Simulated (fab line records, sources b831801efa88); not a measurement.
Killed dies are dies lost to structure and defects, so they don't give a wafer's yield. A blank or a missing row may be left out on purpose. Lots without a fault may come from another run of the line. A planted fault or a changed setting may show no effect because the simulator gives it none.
One fault seen from 2 desks | flow gf180mcu | each desk has only its own numbers; what lay behind them comes last

THE TOOL OWNER'S DESK: lpcvd-01
The tool's own readings at GF_POLY_GATE_CVD_00 (deposits poly-Si, target thk 200 nm, time 1200 s): means of the sampled wafers that have a number, for each lot that ran on this tool. A lot is out of limits, marked OUT, if its mean lies more than 4 standard deviations from the usual mean; the brackets give that distance.
Columns: A = spike_tc_centre_C at GF_POLY_GATE_CVD_00, usual 621.2 C; B = spike_tc_lower_C at GF_POLY_GATE_CVD_00, usual 620.7 C; C = spike_tc_upper_C at GF_POLY_GATE_CVD_00, usual 619.5 C; D = susceptor_temp_C at GF_POLY_GATE_CVD_00, usual 620.0 C; E = zone_power_centre_pct at GF_POLY_GATE_CVD_00, usual 8.8 %; F = zone_power_top_pct at GF_POLY_GATE_CVD_00, usual 20.9 %; G = zone_power_upper_pct at GF_POLY_GATE_CVD_00, usual 8.1 %
lot  | first seen here | A               | B     | C     | D     | E               | F    | G
L725 | day 8 22:29     | 620.2           | 621.6 | 619.1 | 620.1 | 8.0             | 20.3 | 8.6
L727 | day 9 01:56     | 620.3           | 620.3 | 618.2 | 619.9 | 8.0             | 20.4 | 8.5
L734 | day 11 17:01    | 639.8 (+12) OUT | 617.9 | 616.3 | 620.5 | 11.0            | 20.6 | 6.8
L735 | day 11 22:59    | 640.8 (+13) OUT | 617.5 | 615.8 | 619.8 | 14.2 (+4.9) OUT | 17.7 | 6.2 (-4.2) OUT
This desk's finding: out of limits on L734, L735; first on L734, day 11 17:01 (spike_tc_centre_C at GF_POLY_GATE_CVD_00). In limits: L725, L727.

THE METROLOGY DESK
What the gauges read, lot by lot, whatever tool the lot ran on: means of the sampled wafers that have a number. A lot is out of limits, marked OUT, if its mean lies more than 4 standard deviations from the usual mean; the brackets give that distance.
Columns: A = VT_IMPLANT_3_TW at GF_VT_IMPLANT_TW_MEAS_32, usual 269.8; B = DUAL_GATE_OVL at GF_DUAL_GATE_OVL_MEAS_11, usual 0.1 nm; C = POLY_GATE_CVD_00_THK at GF_POLY_GATE_THK_MEAS_01, usual 200.3 nm; D = cd_nm at GF_POLY_GATE_CD_MEAS_18, usual 280.1 nm
lot  | first seen here | A     | B    | C                | D
L724 | day 7 05:56     | 265.9 | 0.4  | 199.3            | 279.2
L725 | day 7 08:20     | 267.1 | -1.1 | 199.3            | 279.1
L727 | day 7 13:09     | 270.8 | 0.5  | 200.6            | 281.3
L731 | day 9 01:32     | 271.0 | 0.2  | 204.2            | 281.0
L734 | day 9 20:03     | 271.4 | -0.6 | 216.0 (+8.7) OUT | 278.5
L735 | day 10 00:21    | 270.3 | 1.0  | 213.9 (+7.6) OUT | 278.7
L737 | day 10 14:04    | 264.8 | 0.3  | 198.8            | 278.9
L738 | day 10 23:29    | 263.7 | -1.1 | 200.1            | 280.2
L739 | day 10 23:47    | 271.0 | -0.9 | 198.1            | 281.4
L740 | day 11 06:53    | 270.1 | -0.9 | 202.9            | 280.1
L741 | day 11 14:38    | 268.6 | 1.4  | 199.7            | 279.0
L742 | day 11 20:25    | 271.8 | 1.5  | 201.3            | 278.4
L744 | day 12 05:53    | 271.0 | 1.0  | 202.5            | 281.7
This desk's finding: out of limits on L734, L735; first on L734, day 11 18:21 (POLY_GATE_CVD_00_THK at GF_POLY_GATE_THK_MEAS_01). In limits: L724, L725, L727, L731, L737, L738, L739, L740, L741, L742, L744.

PUT TOGETHER
The tool owner's desk could have raised an alarm at day 11 17:01, on L734, L735.
The metrology desk could have raised an alarm at day 11 18:21, on L734, L735.
Of the lots named, all ran GF_POLY_GATE_CVD_00 on lpcvd-01.

WHAT THE SIMULATOR HAD PUT IN
Process parameter drift: lpcvd-01, from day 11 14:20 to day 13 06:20, at GF_POLY_GATE_CVD_00. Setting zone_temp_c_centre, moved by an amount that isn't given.
Lots struck among those shown: L734, L735.
Hours from the fault's start to each desk's first reading out of limits: the tool owner's desk, 3; the metrology desk, 4.
